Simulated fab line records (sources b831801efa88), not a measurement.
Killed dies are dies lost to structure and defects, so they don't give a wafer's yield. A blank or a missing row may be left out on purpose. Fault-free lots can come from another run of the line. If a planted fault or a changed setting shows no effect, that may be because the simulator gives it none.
2 desks, one fault ; flow sky130 ; what lay behind the numbers comes last; until then each desk has only its own

THE METROLOGY DESK
What the gauges read for every lot (on any tool): the sampled wafers with a number, averaged. Any lot whose mean is over 4 standard deviations away from the usual mean is out of limits and marked OUT; that distance is given in the brackets.
Columns: A = cd_nm at SKY_CONTACT_CD_MEAS_14, usual 170.3 nm; B = CONTACT_W_THK at SKY_CONTACT_THK_MEAS_26, usual 347 nm
lot;first seen here;A;B
L426;day 32 13:44;170.3;347
L427;day 32 14:53;170.9;339
L430;day 33 23:25;173.1;347
L431;day 34 11:14;172.3;348
L432;day 34 16:14;170.9;343
L433;day 34 19:23;170.7;352
L434;day 35 04:20;171.2;343
L438;day 36 11:02;171.2;346
L440;day 36 20:44;164.7;346
L441;day 37 04:31;165.9;348
L447;day 38 22:57;168.9;345
This desk's finding: nothing out of limits on any of the 11 lots.

FOR THE TOOL OWNER'S DESK: litho_track-01
The tool's own readings at SKY_CONTACT_COAT_09 (resist thk 450 nm): means of the sampled wafers that have a number, for each lot that ran on this tool. Any lot whose mean is over 4 standard deviations away from the usual mean is out of limits and marked OUT; that distance is given in the brackets.
Columns: A = spin_speed_rpm at SKY_CONTACT_COAT_09, usual 3000.5 rpm
lot;first seen here;A
L430;day 33 10:00;2999.5
L432;day 34 02:00;3000.1
L433;day 34 06:00;3002.4
L434;day 34 15:00;2999.0
L440;day 36 07:00;3000.7
L441;day 36 15:00;3000.8
This desk's finding: nothing out of limits on any of the 6 lots.

BROUGHT TOGETHER
The metrology desk saw nothing out of limits.
The desk of the tool owner found nothing out of limits.

WHAT THE SIMULATOR HAD INSERTED
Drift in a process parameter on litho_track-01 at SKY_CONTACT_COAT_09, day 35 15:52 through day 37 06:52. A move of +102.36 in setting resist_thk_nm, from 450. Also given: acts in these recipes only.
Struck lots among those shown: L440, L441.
